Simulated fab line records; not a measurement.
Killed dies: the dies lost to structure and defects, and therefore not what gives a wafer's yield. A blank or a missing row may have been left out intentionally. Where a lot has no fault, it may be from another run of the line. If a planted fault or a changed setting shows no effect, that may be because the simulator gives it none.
A struck lot beside a sound one	flow sky130	25 steps out of a route of 708
Sound: wafers L453.2, L453.4, L453.6. Wafers L456.1, L456.4, L456.6 were the ones struck. The cause is given at the end.
Per side, at each step with rows, come the tool, then ch with its chambers, and then its first start. Under that, the readings that differ: sound wafers	struck wafers	difference of the means	sigmas: that difference in standard deviations of wafers without a fault.
alike: readings with means less than 2 such deviations apart, plus words and numbers identical on both sides. not compared: withheld readings, readings lacking a value on some wafer, bounds such as >300 that could conceal the same value, and numbers that have no deviation in the record and whose values overlap.
A row with sigmas, a row that says differs or no value, or rows on one side alone: a step with any of these is where the two part. Numbers that have no deviation but don't overlap get no sigmas and don't part them. A reading missing from all wafers of one side parts the sides only when that side holds two or more wafers.

SKY_NWELL_RS_MEAS_31: a four-point-probe measurement.
  sound on filmMetro-03, day 7 03:12; struck on filmMetro-02, day 7 12:20
  alike: PWDE_RS
then, 7 steps without rows for these wafers: SKY_VT_ADJUST_HVTP_DEHYDRATE_00 (time 60 s); SKY_VT_ADJUST_HVTP_HMDS_01 (prime time 60 s); SKY_VT_ADJUST_HVTP_COAT_02 (resist thk 1140 nm); SKY_VT_ADJUST_HVTP_SOFTBAKE_03 (time 60 s); SKY_VT_ADJUST_HVTP_EXPOSE_04 (exposes mask HVTPM, target cd 380 nm); SKY_VT_ADJUST_HVTP_PEB_05; SKY_VT_ADJUST_HVTP_DEVELOP_06 (develop time 60 s).
SKY_VT_ADJUST_HVTP_CD_MEAS_07: the cd target is 380 nm.
  sound on cdSem-01, day 7 22:46; struck on cdSem-02, day 8 07:38
  alike: cdNm
SKY_VT_ADJUST_HVTP_OVL_MEAS_08:
  sound on overlay-02, day 7 22:52; struck on overlay-01, day 8 07:46
  alike: VT_ADJUST_HVTP_OVL
following that, these wafers have no rows for 1 step: SKY_VT_ADJUST_HVTP_IMPLANT_09.
SKY_VT_ADJUST_HVTP_STRIP_10: strips in O2/N2.
  sound on plasmaAsher-01 ch 1, day 7 23:03; struck on plasmaAsher-04 ch 0,1, day 8 07:57
reading	sound	struck	difference	sigmas
oesProductAu (a.u.)	0.713 0.718 0.715	0.883 0.920 0.922	+0.193	+45
stripTimeToEndpointS (s)	14.23 14.22 14.23	- - -	no value on the struck wafers	
model.NOVOLAK_of_VT_ADJUST_HVTP_COAT_02.thkNm (nm)	0 0 0	876.2 872.3 877.6	+875.4	
  alike: drypumpMotorCurrentA, o2FlowSccm
  not compared: rfHoursCounterH
SKY_VT_ADJUST_HVTP_TW_MEAS_11:
  sound on filmMetro-01, day 7 23:10; struck on filmMetro-02, day 8 08:03
reading	sound	struck	difference	sigmas
VT_ADJUST_HVTP_TW	1373 1374 1367	1358 1353 1352	-17	-2
then, 7 steps without rows for these wafers: SKY_VT_ADJUST_LVTN_DEHYDRATE_00 (time 60 s); SKY_VT_ADJUST_LVTN_HMDS_01 (prime time 60 s); SKY_VT_ADJUST_LVTN_COAT_02 (resist thk 3000 nm); SKY_VT_ADJUST_LVTN_SOFTBAKE_03; SKY_VT_ADJUST_LVTN_EXPOSE_04 (exposes mask NWM COMPLEMENT LESS NATIVE, target cd 840 nm); SKY_VT_ADJUST_LVTN_PEB_05; SKY_VT_ADJUST_LVTN_DEVELOP_06 (develop time 60 s).
SKY_VT_ADJUST_LVTN_OVL_MEAS_07:
  sound on overlay-02, day 8 19:11; struck on overlay-02, day 9 05:02
  alike: VT_ADJUST_LVTN_OVL
following that, these wafers have no rows for 1 step: SKY_VT_ADJUST_LVTN_IMPLANT_08.
SKY_VT_ADJUST_LVTN_STRIP_09: strips in O2/N2.
  sound on plasmaAsher-03 ch 0,1, day 8 19:22; struck on plasmaAsher-03 ch 0,1, day 9 05:13
reading	sound	struck	difference	sigmas
stripTimeToEndpointS (s)	37.11 37.08 36.99	49.90 49.87 49.87	+12.82	+99 or more
  alike: drypumpMotorCurrentA, o2FlowSccm, oesProductAu
  not compared: rfHoursCounterH
SKY_VT_ADJUST_LVTN_TW_MEAS_10:
  sound on filmMetro-02, day 8 19:29; struck on filmMetro-04, day 9 05:19
reading	sound	struck	difference	sigmas
VT_ADJUST_LVTN_TW	242.5 240.2 240.8	30.2 30.4 30.4	-210.8	-99 or more
then, 1 step without rows for these wafers: SKY_VT_ADJUST_LVTN_DEHYDRATE_11 (time 60 s).

== WHERE THEY PART ==
Earliest at SKY_VT_ADJUST_HVTP_STRIP_10; latest, in this record, at SKY_VT_ADJUST_LVTN_TW_MEAS_10.

WHY: what the simulator had put in
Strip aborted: plasmaAsher-04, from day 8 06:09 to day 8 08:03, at SKY_VT_ADJUST_HVTP_STRIP_10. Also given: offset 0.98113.
